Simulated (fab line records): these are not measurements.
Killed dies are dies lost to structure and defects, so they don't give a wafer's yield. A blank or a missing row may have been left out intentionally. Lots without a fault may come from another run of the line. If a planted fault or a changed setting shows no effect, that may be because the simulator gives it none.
fab line records	flow sky130
record: lots: 24	wafers: 72	lastDay: 50
route steps=708 shown CONTACT@422 VIA1@461 METAL2@501 CAPM@551 METAL4@630 PASSIVATION@684
lots untouched by any fault: they come from a run of this same line in which no faults occurred
startH: the number of hours between the record's first day and the start of the first shown wafer of the lot	waitH: time in hours since the lot's previous step	" repeats the value in the row above	L1.1+2: one row covering several wafers at once	- either no value or no given start	* or withheld: withheld	< > ~ a bound
route shown NAME@n: names a module that has steps shown in the file, with the first one's number in the route	usual: mean and standard deviation over wafers with no fault	same: alike in all rows	chamber/n: place in a boat	sites: the reading at each site	_std_site: the standard deviation of these	_edge_site: outer sites' mean less inner sites'	radiusMm: for every site, how far away it sits from the centre of the wafer	mask NAME#n: copy n	behind: tool/chamber where the wafer was last shaped	hold: what put the lot on hold/how long, in hours/how the hold closed	device: the transistor (n, p or np) that didn't switch	end of line: at the end of the route, the tests of the same wafers	for a step that has no rows: nothing shown but its recipe	killed: the dies lost at the first sort to structure and to defects; this is not the yield of the wafer	map: the dies of a wafer, with x for killed, . for not killed, _ for no die there
set.NAME: the setting that was run; set.NAME@STEP: the one run at that earlier step	model.NAME: the simulator's own value behind a step, which no gauge read
route steps across a sampled set of lots; one table per step, one row per wafer
services: a tool's chamber out of use, with start hour (startH, from the record's first day; less than 0 if before it), hours out, and reason
== steps ==
step: SKY_CONTACT_ETCH_16
recipe: chemistry: N2/H2	target: BARC	ionEnergyEv: 200	sourceW: 500	biasW: 100	pressureMtorr: 30	n2FlowSccm: 100	h2FlowSccm: 200	stopOn: SiO2	timeS: 45.9	targetDepthA: 600
usual: drypumpMotorCurrentA: 5.6/0.52	oesProductAu: 0.855/0.0048	throttleValvePct: 13.225/0.0092
lot.wafer	tool	chamber	startH	waitH	drypumpMotorCurrentA	oesProductAu	rfHoursCounterH	throttleValvePct
L074.2	rieDiel-03	1	733.57	0.0	5.1	0.853	10	13.220
L074.3	"	0	"	"	5.6	0.852	36	13.225
L074.6	"	0	"	"	5.7	0.855	-	13.233
L075.1	rieDiel-04	0	735.12	0.0	4.8	0.859	15	13.226
L075.3	"	1	"	"	5.6	0.855	5	13.214
L075.4	"	3	"	"	5.3	0.859	13	13.233
L076.1	rieDiel-03	2	736.92	0.0	5.8	0.858	11	13.236
L076.2	"	1	"	"	5.2	0.854	10	13.227
L076.5	"	3	"	"	6.2	0.851	-	13.219
L077.3	rieDiel-02	1	759.37	0.0	5.5	0.848	10	13.227
L077.4	"	1	"	"	5.6	0.854	-	13.215
L077.5	"	0	"	"	6.6	0.863	-	13.222
L079.1	rieDiel-02	0	774.21	0.0	6.6	0.857	9	13.212
L079.2	"	3	"	"	5.8	0.848	13	13.218
L079.5	"	0	"	"	6.6	0.857	-	13.225
L078.1	rieDiel-02	2	775.62	0.0	4.8	0.852	14	13.229
L078.2	"	1	"	"	5.5	0.853	10	13.231
L078.5	"	3	"	"	5.8	0.860	-	13.220
L082.1	rieDiel-04	2	836.36	0.0	6.4	0.842	16	13.220
L082.2	"	1	"	"	5.6	0.858	8	13.217
L082.5	"	1	"	"	5.6	0.852	-	13.227
L084.3	rieDiel-02	0	836.71	0.0	6.6	0.860	11	13.228
L084.4	"	2	"	"	4.8	0.854	16	13.239
L084.6	"	2	"	"	4.8	0.853	-	13.238
L080.1	rieDiel-03	2	837.36	0.0	5.8	0.850	14	13.237
L080.4	"	2	"	"	5.8	0.850	-	13.234
L080.6	"	0	"	"	5.6	0.851	-	13.230
L081.1	rieDiel-04	2	840.31	0.0	6.4	0.863	16	13.226
L081.2	"	1	"	"	5.6	0.852	9	13.216
L081.4	"	0	"	"	4.9	0.868	18	13.218
L085.3	rieDiel-03	1	840.66	0.0	5.2	0.862	13	13.218
L085.5	"	1	"	"	5.1	0.852	-	13.230
L085.6	"	0	"	"	5.7	0.863	-	13.218
L087.2	rieDiel-04	2	840.82	0.0	6.4	0.855	16	13.233
L087.5	"	1	"	"	5.6	0.866	-	13.230
L087.6	"	2	"	"	6.4	0.856	-	13.226
L086.1	rieDiel-02	3	841.91	0.0	5.8	0.844	16	13.225
L086.2	"	0	"	"	6.6	0.852	11	13.229
L086.3	"	1	"	"	5.5	0.854	12	13.228
L083.1	rieDiel-03	2	842.22	0.0	5.8	0.844	14	13.216
L083.3	"	0	"	"	5.6	0.856	0	13.244
L083.5	"	1	"	"	5.2	0.854	-	13.216
L088.1	rieDiel-04	2	842.57	0.0	6.4	0.844	16	13.232
L088.2	"	1	"	"	5.6	0.856	9	13.228
L088.4	"	3	"	"	5.2	0.847	16	13.226
L089.1	rieDiel-02	2	843.16	0.0	4.8	0.858	16	13.238
L089.2	"	0	"	"	6.6	0.858	11	13.235
L089.4	"	3	"	"	5.8	0.850	16	13.213
L090.2	rieDiel-03	2	857.56	0.0	5.8	0.855	15	13.220
L090.4	"	1	"	"	5.2	0.855	-	13.240
L090.6	"	0	"	"	5.7	0.845	-	13.238
L091.1	rieDiel-04	1	858.72	0.0	5.6	0.853	9	13.217
L091.3	"	0	"	"	4.9	0.855	19	13.220
L091.5	"	1	"	"	5.6	0.857	-	13.224
L092.2	rieDiel-04	2	862.92	0.0	6.4	0.859	17	13.231
L092.4	"	0	"	"	4.8	0.856	19	13.233
L092.5	"	0	"	"	4.9	0.860	-	13.218
L093.1	rieDiel-02	3	876.27	0.0	5.8	0.850	17	13.223
L093.2	"	2	"	"	4.8	0.848	17	13.223
L093.3	"	1	"	"	5.5	0.850	13	13.229
L094.2	rieDiel-03	3	876.92	0.0	6.2	0.858	1	13.216
L094.4	"	0	"	"	5.7	0.864	2	13.220
L094.5	"	3	"	"	6.2	0.854	-	13.230
L095.1	rieDiel-03	3	883.17	0.0	6.2	0.861	1	13.232
L095.3	"	0	"	"	5.6	0.853	2	13.224
L095.5	"	0	"	"	5.6	0.854	-	13.224
L096.1	rieDiel-03	3	921.36	0.0	6.2	0.850	2	13.220
L096.3	"	2	"	"	5.8	0.863	17	13.207
L096.5	"	0	"	"	5.6	0.851	-	13.204
L097.1	rieDiel-02	1	921.72	0.0	5.5	0.857	14	13.205
L097.3	"	0	"	"	6.6	0.858	13	13.227
L097.4	"	3	"	"	5.8	0.853	18	13.233
step: SKY_VIA1_BOW_MEAS_03
recipe: mode: bow
usual: VIA1_BOW: 80/7.1
lot.wafer	tool	chamber	startH	waitH	VIA1_BOW[um]
L074.2	filmMetro-01	-	763.11	0.2	84
L074.3	"	-	"	"	79
L074.6	"	-	"	"	92
L075.1	filmMetro-01	-	763.97	0.1	85
L075.3	"	-	"	"	72
L075.4	"	-	"	"	87
L076.1	filmMetro-03	-	766.44	0.2	74
L076.2	"	-	"	"	80
L076.5	"	-	"	"	76
L077.3	filmMetro-01	-	789.43	0.1	82
L077.4	"	-	"	"	68
L077.5	"	-	"	"	70
L079.1	filmMetro-04	-	803.83	0.1	78
L079.2	"	-	"	"	78
L079.5	"	-	"	"	67
L078.1	filmMetro-01	-	804.69	0.2	86
L078.2	"	-	"	"	87
L078.5	"	-	"	"	81
L082.1	filmMetro-01	-	865.51	0.1	78
L082.2	"	-	"	"	83
L082.5	"	-	"	"	76
L080.1	filmMetro-04	-	866.49	0.2	85
L080.4	"	-	"	"	85
L080.6	"	-	"	"	86
L084.3	filmMetro-03	-	866.69	0.1	78
L084.4	"	-	"	"	86
L084.6	"	-	"	"	83
L081.1	filmMetro-01	-	869.65	0.2	83
L081.2	"	-	"	"	68
L081.4	"	-	"	"	67
L085.3	filmMetro-04	-	870.16	0.2	76
L085.5	"	-	"	"	61
L085.6	"	-	"	"	85
L087.2	filmMetro-03	-	870.45	0.1	84
L087.5	"	-	"	"	72
L087.6	"	-	"	"	74
L083.1	filmMetro-01	-	871.38	0.1	88
L083.3	"	-	"	"	78
L083.5	"	-	"	"	76
L086.1	filmMetro-04	-	871.47	0.1	75
L086.2	"	-	"	"	67
L086.3	"	-	"	"	71
L088.1	filmMetro-01	-	871.68	0.1	74
L088.2	"	-	"	"	73
L088.4	"	-	"	"	77
L089.1	filmMetro-01	-	872.14	0.2	74
L089.2	"	-	"	"	90
L089.4	"	-	"	"	78
L090.2	filmMetro-03	-	886.17	0.2	85
L090.4	"	-	"	"	78
L090.6	"	-	"	"	85
L091.1	filmMetro-03	-	887.37	0.1	81
L091.3	"	-	"	"	82
L091.5	"	-	"	"	90
L092.2	filmMetro-01	-	891.65	0.2	82
L092.4	"	-	"	"	89
L092.5	"	-	"	"	78
L093.1	filmMetro-04	-	904.81	0.1	81
L093.2	"	-	"	"	84
L093.3	"	-	"	"	77
L094.2	filmMetro-01	-	905.75	0.2	78
L094.4	"	-	"	"	73
L094.5	"	-	"	"	90
L095.1	filmMetro-04	-	911.72	0.1	84
L095.3	"	-	"	"	83
L095.5	"	-	"	"	86
L096.1	filmMetro-03	-	949.24	0.1	87
L096.3	"	-	"	"	82
L096.5	"	-	"	"	84
L097.1	filmMetro-04	-	949.50	0.1	88
L097.3	"	-	"	"	85
L097.4	"	-	"	"	77
step: SKY_METAL2_ETCH_18
recipe: chemistry: N2/H2	target: BARC	ionEnergyEv: 200	biasW: 100	pressureMtorr: 30	n2FlowSccm: 100	h2FlowSccm: 200	icpW: 500	stopOn: SiO2	timeS: 45.9	targetDepthA: 600
usual: drypumpMotorCurrentA: 5.9/0.74	oesProductAu: 0.855/0.0046	throttleValvePct: 13.224/0.0083
lot.wafer	tool	chamber	startH	waitH	drypumpMotorCurrentA	oesProductAu	rfHoursCounterH	throttleValvePct
L074.2	rieMetal-01	1	816.85	0.0	4.8	0.848	7	13.203
L074.3	"	1	"	"	4.8	0.847	-	13.218
L074.6	"	0	"	"	6.8	0.844	-	13.238
L075.1	rieMetal-03	1	819.22	0.0	6.0	0.852	0	13.223
L075.3	"	0	"	"	6.0	0.857	-	13.229
L075.4	"	1	"	"	6.0	0.852	-	13.222
L076.1	rieMetal-02	0	821.87	0.0	5.5	0.850	11	13.236
L076.2	"	1	"	"	6.5	0.855	12	13.222
L076.5	"	1	"	"	6.5	0.856	-	13.233
L077.3	rieMetal-03	1	842.98	0.0	6.0	0.853	-	13.215
L077.4	"	0	"	"	6.0	0.861	-	13.223
L077.5	"	0	"	"	6.0	0.853	-	13.221
L079.1	rieMetal-01	1	858.32	0.0	4.8	0.849	8	13.219
L079.2	"	0	"	"	6.8	0.851	3	13.226
L079.5	"	0	"	"	6.8	0.857	-	13.224
L078.1	rieMetal-01	0	859.70	0.0	6.8	0.860	4	13.243
L078.2	"	1	"	"	4.8	0.863	8	13.221
L078.5	"	1	"	"	4.8	0.861	-	13.228
L082.1	rieMetal-03	0	919.15	0.0	6.0	0.855	17	13.214
L082.2	"	1	"	"	6.1	0.850	6	13.222
L082.5	"	1	"	"	6.1	0.845	-	13.226
L080.1	rieMetal-01	1	919.50	0.0	4.8	0.848	12	13.239
L080.4	"	1	"	"	4.8	0.851	-	13.216
L080.6	"	1	"	"	4.8	0.848	-	13.232
L084.3	rieMetal-03	1	921.06	0.0	6.0	0.853	-	13.239
L084.4	"	0	"	"	6.0	0.861	-	13.230
L084.6	"	0	"	"	6.0	0.857	-	13.223
L081.1	rieMetal-01	1	922.70	0.0	4.8	0.852	12	13.212
L081.2	"	0	"	"	6.8	0.853	7	13.218
L081.4	"	0	"	"	6.8	0.859	-	13.226
L085.3	rieMetal-03	0	923.07	0.0	6.0	0.855	-	13.247
L085.5	"	1	"	"	6.0	0.859	-	13.221
L085.6	"	0	"	"	6.0	0.856	-	13.229
L087.2	rieMetal-02	0	924.05	0.0	5.5	0.857	15	13.233
L087.5	"	0	"	"	5.5	0.862	-	13.235
L087.6	"	1	"	"	6.5	0.850	-	13.232
L083.1	rieMetal-01	1	924.18	0.0	4.7	0.864	12	13.222
L083.3	"	0	"	"	6.8	0.856	-	13.226
L083.5	"	0	"	"	6.8	0.864	-	13.227
L086.1	rieMetal-01	1	924.70	0.0	4.8	0.851	12	13.225
L086.2	"	0	"	"	6.9	0.852	7	13.234
L086.3	"	1	"	"	4.8	0.851	-	13.216
L088.1	rieMetal-03	0	925.14	0.0	6.0	0.856	18	13.222
L088.2	"	1	"	"	6.0	0.849	7	13.215
L088.4	"	0	"	"	6.0	0.854	-	13.209
L089.1	rieMetal-02	0	925.49	0.0	5.5	0.855	15	13.221
L089.2	"	1	"	"	6.5	0.860	16	13.230
L089.4	"	0	"	"	5.5	0.859	-	13.232
L090.2	rieMetal-01	0	939.60	0.0	6.8	0.862	7	13.219
L090.4	"	0	"	"	6.8	0.856	-	13.218
L090.6	"	1	"	"	4.8	0.857	-	13.225
L091.1	rieMetal-02	0	940.60	0.1	5.5	0.851	16	13.228
L091.3	"	0	"	"	5.5	0.862	-	13.222
L091.5	"	0	"	"	5.5	0.855	-	13.227
L092.2	rieMetal-01	0	943.73	0.0	6.8	0.849	8	13.222
L092.4	"	0	"	"	6.8	0.856	-	13.223
L092.5	"	0	"	"	6.8	0.849	-	13.224
L093.1	rieMetal-02	0	956.06	0.0	5.5	0.852	17	13.216
L093.2	"	1	"	"	6.5	0.856	17	13.223
L093.3	"	0	"	"	5.5	0.856	-	13.230
L094.2	rieMetal-01	0	957.93	0.0	6.8	0.856	8	13.242
L094.4	"	1	"	"	4.8	0.850	-	13.214
L094.5	"	1	"	"	4.8	0.852	-	13.233
L095.1	rieMetal-02	0	961.80	0.0	5.5	0.854	17	13.221
L095.3	"	1	"	"	6.5	0.859	-	13.220
L095.5	"	1	"	"	6.5	0.858	-	13.241
L096.1	rieMetal-01	0	998.00	0.0	6.8	0.864	10	13.215
L096.3	"	1	"	"	4.8	0.855	-	13.225
L096.5	"	0	"	"	6.8	0.855	-	13.224
L097.1	rieMetal-03	1	998.35	0.0	6.0	0.855	11	13.231
L097.3	"	1	"	"	6.0	0.853	-	13.218
L097.4	"	0	"	"	6.0	0.848	-	13.229
step: SKY_CAPM_STRIP_14
recipe: chemistry: O2/N2	powerW: 1400	pressureMtorr: 1500	platenTempC: withheld	o2FlowSccm: 3000	n2FlowSccm: 300	overashFraction: 0.5
usual: drypumpMotorCurrentA: 5.31/0.24	oesProductAu: 0.710/0.0045	stripTimeToEndpointS: 12.68/0.043
lot.wafer	tool	chamber	startH	waitH	drypumpMotorCurrentA	oesProductAu	rfHoursCounterH	stripTimeToEndpointS
L074.2	plasmaAsher-03	1	871.55	0.1	5.27	0.701	12	12.68
L074.3	"	0	"	"	5.49	0.699	-	12.68
L074.6	"	1	"	"	5.27	0.706	-	12.67
L075.1	plasmaAsher-03	1	874.23	0.1	5.28	0.704	13	12.68
L075.3	"	0	"	"	5.54	0.710	-	12.70
L075.4	"	1	"	"	5.27	0.710	-	12.64
L076.1	plasmaAsher-02	0	876.05	0.1	5.49	0.704	48	12.77
L076.2	"	1	"	"	4.93	0.708	48	12.75
L076.5	"	1	"	"	4.93	0.707	-	12.74
L077.3	plasmaAsher-03	0	898.29	0.1	5.55	0.703	-	12.68
L077.4	"	1	"	"	5.28	0.710	-	12.68
L077.5	"	0	"	"	5.56	0.713	-	12.68
L079.1	plasmaAsher-03	0	913.28	0.1	5.53	0.706	17	12.73
L079.2	"	1	"	"	5.26	0.708	17	12.66
L079.5	"	0	"	"	5.55	0.702	-	12.64
L078.1	plasmaAsher-02	1	915.33	0.1	4.94	0.716	52	12.64
L078.2	"	0	"	"	5.48	0.712	52	12.68
L078.5	"	0	"	"	5.52	0.715	-	12.70
L082.1	plasmaAsher-02	0	970.78	0.1	5.50	0.709	57	12.66
L082.2	"	1	"	"	4.93	0.703	57	12.66
L082.5	"	1	"	"	4.95	0.707	-	12.63
L080.1	plasmaAsher-02	1	971.38	0.1	4.93	0.714	57	12.61
L080.4	"	1	"	"	4.94	0.709	-	12.67
L080.6	"	1	"	"	4.93	0.710	-	12.67
L084.3	plasmaAsher-01	0	972.38	0.1	5.53	0.706	-	12.60
L084.4	"	1	"	"	4.99	0.717	-	12.65
L084.6	"	1	"	"	4.98	0.711	-	12.70
L081.1	plasmaAsher-01	1	974.33	0.1	4.96	0.714	84	12.64
L081.2	"	0	"	"	5.50	0.715	84	12.65
L081.4	"	1	"	"	5.02	0.714	-	12.71
L085.3	plasmaAsher-02	1	974.93	0.1	4.95	0.706	-	12.58
L085.5	"	0	"	"	5.50	0.705	-	12.62
L085.6	"	1	"	"	4.91	0.709	-	12.57
L083.1	plasmaAsher-01	1	975.90	0.1	4.97	0.706	84	12.64
L083.3	"	1	"	"	4.98	0.707	-	12.67
L083.5	"	0	"	"	5.48	0.711	-	12.66
L087.2	plasmaAsher-01	0	976.68	0.1	5.53	0.706	84	12.67
L087.5	"	0	"	"	5.55	0.708	-	12.66
L087.6	"	1	"	"	4.98	0.716	-	12.66
L086.1	plasmaAsher-03	1	976.78	0.1	5.27	0.711	23	12.63
L086.2	"	0	"	"	5.59	0.706	23	12.65
L086.3	"	1	"	"	5.28	0.699	-	12.67
L088.1	plasmaAsher-01	1	976.98	0.1	5.01	0.705	84	12.74
L088.2	"	0	"	"	5.47	0.711	84	12.74
L088.4	"	0	"	"	5.47	0.709	-	12.70
L089.1	plasmaAsher-03	1	977.58	0.1	5.26	0.715	23	12.66
L089.2	"	0	"	"	5.55	0.715	23	12.65
L089.4	"	0	"	"	5.55	0.708	-	12.69
L090.2	plasmaAsher-03	0	989.83	0.1	5.58	0.719	24	12.68
L090.4	"	0	"	"	5.53	0.717	-	12.67
L090.6	"	0	"	"	5.54	0.713	-	12.69
L091.1	plasmaAsher-02	0	991.23	0.1	5.52	0.712	59	12.72
L091.3	"	0	"	"	5.50	0.712	-	12.69
L091.5	"	1	"	"	4.91	0.706	-	12.71
L092.2	plasmaAsher-03	1	994.10	0.1	5.26	0.704	25	12.69
L092.4	"	1	"	"	5.27	0.717	-	12.68
L092.5	"	1	"	"	5.28	0.706	-	12.67
L093.1	plasmaAsher-03	1	1005.50	0.1	5.27	0.712	26	12.78
L093.2	"	0	"	"	5.56	0.718	26	12.66
L093.3	"	1	"	"	5.28	0.710	-	12.74
L094.2	plasmaAsher-01	0	1007.75	0.1	5.52	0.708	87	12.65
L094.4	"	1	"	"	5.00	0.709	-	12.72
L094.5	"	0	"	"	5.53	0.711	-	12.75
L095.1	plasmaAsher-03	0	1012.03	0.1	5.52	0.703	26	12.68
L095.3	"	0	"	"	5.53	0.712	-	12.63
L095.5	"	1	"	"	5.27	0.708	-	12.68
L096.1	plasmaAsher-03	1	1045.88	0.1	5.28	0.711	30	12.65
L096.3	"	1	"	"	5.28	0.715	-	12.73
L096.5	"	0	"	"	5.55	0.708	-	12.73
L097.1	plasmaAsher-01	0	1046.18	0.1	5.51	0.709	91	12.62
L097.3	"	0	"	"	5.50	0.705	-	12.73
L097.4	"	1	"	"	4.95	0.704	-	12.66
step: SKY_METAL4_OVL_MEAS_14
usual: METAL4_OVL: -1/4.8
lot.wafer	tool	chamber	startH	waitH	METAL4_OVL[nm]
L074.2	overlay-01	-	975.61	0.1	-2
L074.3	"	-	"	"	-8
L074.6	"	-	"	"	-4
L075.1	overlay-02	-	979.43	0.1	-1
L075.3	"	-	"	"	4
L075.4	"	-	"	"	2
L076.1	overlay-02	-	980.29	0.1	5
L076.2	"	-	"	"	7
L076.5	"	-	"	"	5
L077.3	overlay-01	-	1000.29	0.1	7
L077.4	"	-	"	"	-5
L077.5	"	-	"	"	11
L079.1	overlay-02	-	1011.61	0.1	-3
L079.2	"	-	"	"	8
L079.5	"	-	"	"	5
L078.1	overlay-01	-	1016.64	0.1	-8
L078.2	"	-	"	"	-3
L078.5	"	-	"	"	-8
L082.1	overlay-01	-	1065.34	0.1	4
L082.2	"	-	"	"	-3
L082.5	"	-	"	"	5
L080.1	overlay-01	-	1066.36	0.1	-11
L080.4	"	-	"	"	-2
L080.6	"	-	"	"	-10
L084.3	overlay-01	-	1067.35	0.1	-7
L084.4	"	-	"	"	-8
L084.6	"	-	"	"	-7
L081.1	overlay-02	-	1069.63	0.1	-3
L081.2	"	-	"	"	-3
L081.4	"	-	"	"	-3
L085.3	overlay-01	-	1070.00	0.1	5
L085.5	"	-	"	"	-2
L085.6	"	-	"	"	-5
L083.1	overlay-01	-	1071.54	0.1	-6
L083.3	"	-	"	"	2
L083.5	"	-	"	"	-3
L087.2	overlay-02	-	1071.89	0.1	1
L087.5	"	-	"	"	6
L087.6	"	-	"	"	-3
L086.1	overlay-01	-	1072.23	0.1	3
L086.2	"	-	"	"	-3
L086.3	"	-	"	"	-5
L088.1	overlay-02	-	1072.54	0.1	2
L088.2	"	-	"	"	-1
L088.4	"	-	"	"	-9
L089.1	overlay-02	-	1073.69	0.1	4
L089.2	"	-	"	"	5
L089.4	"	-	"	"	-3
L090.2	overlay-01	-	1083.82	0.1	0
L090.4	"	-	"	"	3
L090.6	"	-	"	"	0
L091.1	overlay-01	-	1084.46	0.1	-2
L091.3	"	-	"	"	-5
L091.5	"	-	"	"	-5
L092.2	overlay-02	-	1085.24	0.1	-3
L092.4	"	-	"	"	-2
L092.5	"	-	"	"	-4
L093.1	overlay-02	-	1097.39	0.1	-4
L093.2	"	-	"	"	0
L093.3	"	-	"	"	-7
L094.2	overlay-01	-	1098.40	0.1	0
L094.4	"	-	"	"	-6
L094.5	"	-	"	"	-3
L095.1	overlay-02	-	1103.03	0.1	-2
L095.3	"	-	"	"	2
L095.5	"	-	"	"	0
L096.1	overlay-02	-	1132.08	0.1	7
L096.3	"	-	"	"	2
L096.5	"	-	"	"	0
L097.1	overlay-01	-	1133.23	0.1	-3
L097.3	"	-	"	"	-5
L097.4	"	-	"	"	4
step: SKY_PASSIVATION_THK_MEAS_03
recipe: reads: Si3N4_of_PASSIVATION_CVD_02
usual: PASSIVATION_CVD_02_THK: 537/7.8
lot.wafer	tool	chamber	startH	waitH	PASSIVATION_CVD_02_THK[nm]
L074.2	filmMetro-03	-	1026.78	-	525
L074.3	"	-	"	"	520
L074.6	"	-	"	"	537
L075.1	filmMetro-03	-	1031.25	-	535
L075.3	"	-	"	"	526
L075.4	"	-	"	"	544
L076.1	filmMetro-01	-	1031.48	-	531
L076.2	"	-	"	"	529
L076.5	"	-	"	"	540
L077.3	filmMetro-04	-	1050.77	-	531
L077.4	"	-	"	"	536
L077.5	"	-	"	"	535
L079.1	filmMetro-01	-	1061.00	-	525
L079.2	"	-	"	"	531
L079.5	"	-	"	"	526
L078.1	filmMetro-03	-	1065.12	-	534
L078.2	"	-	"	"	529
L078.5	"	-	"	"	537
L082.1	filmMetro-01	-	1108.93	-	533
L082.2	"	-	"	"	534
L082.5	"	-	"	"	549
L080.1	filmMetro-04	-	1110.03	-	534
L080.4	"	-	"	"	541
L080.6	"	-	"	"	544
L084.3	filmMetro-03	-	1111.55	-	527
L084.4	"	-	"	"	542
L084.6	"	-	"	"	539
L081.1	filmMetro-04	-	1113.94	-	528
L081.2	"	-	"	"	545
L081.4	"	-	"	"	540
L085.3	filmMetro-04	-	1115.56	-	530
L085.5	"	-	"	"	551
L085.6	"	-	"	"	536
L083.1	filmMetro-04	-	1116.46	-	543
L083.3	"	-	"	"	536
L083.5	"	-	"	"	545
L087.2	filmMetro-04	-	1116.63	-	525
L087.5	"	-	"	"	533
L087.6	"	-	"	"	542
L086.1	filmMetro-03	-	1116.90	-	540
L086.2	"	-	"	"	538
L086.3	"	-	"	"	541
L088.1	filmMetro-03	-	1117.27	-	526
L088.2	"	-	"	"	536
L088.4	"	-	"	"	541
L089.1	filmMetro-04	-	1117.54	-	519
L089.2	"	-	"	"	529
L089.4	"	-	"	"	539
L090.2	filmMetro-03	-	1127.73	-	533
L090.4	"	-	"	"	546
L090.6	"	-	"	"	532
L091.1	filmMetro-04	-	1128.38	-	523
L091.3	"	-	"	"	538
L091.5	"	-	"	"	535
L092.2	filmMetro-04	-	1129.75	-	541
L092.4	"	-	"	"	545
L092.5	"	-	"	"	545
L093.1	filmMetro-03	-	1142.13	-	544
L093.2	"	-	"	"	543
L093.3	"	-	"	"	534
L094.2	filmMetro-04	-	1143.47	-	533
L094.4	"	-	"	"	545
L094.5	"	-	"	"	549
L095.1	filmMetro-01	-	1146.48	-	533
L095.3	"	-	"	"	538
L095.5	"	-	"	"	543
L096.1	filmMetro-03	-	1172.77	-	538
L096.3	"	-	"	"	529
L096.5	"	-	"	"	549
L097.1	filmMetro-03	-	1173.87	-	537
L097.3	"	-	"	"	537
L097.4	"	-	"	"	552
== services ==
tool	chamber	startH	hours	kind
rieDiel-04	-	714.27	2.8	pm
rieDiel-02	1	715.12	1.6	repair
rieDiel-02	1	720.66	4.8	repair
plasmaAsher-03	-	733.80	9.0	pm
rieDiel-02	3	735.22	14.9	repair
rieDiel-02	-	742.64	0.2	repair
rieDiel-02	2	747.85	16.3	repair
rieDiel-03	1	760.77	16.6	repair
plasmaAsher-03	-	833.43	8.4	repair
rieDiel-03	3	833.61	2.1	repair
rieDiel-02	2	856.45	7.7	repair
rieDiel-02	1	871.51	3.8	repair
rieDiel-02	0	874.75	11.2	repair
rieDiel-02	0	888.06	4.5	repair
rieMetal-01	0	889.13	12.9	repair
rieMetal-01	-	909.82	2.8	pm
rieDiel-03	-	931.74	0.6	repair
rieMetal-01	-	968.94	0.5	repair
plasmaAsher-03	-	973.42	1.0	repair
rieMetal-01	-	995.88	0.6	repair
rieDiel-03	-	1002.00	0.3	repair
rieDiel-02	-	1006.25	0.7	repair
rieDiel-02	1	1009.74	9.6	repair
rieDiel-02	-	1039.16	0.1	repair
== key ==
fault none
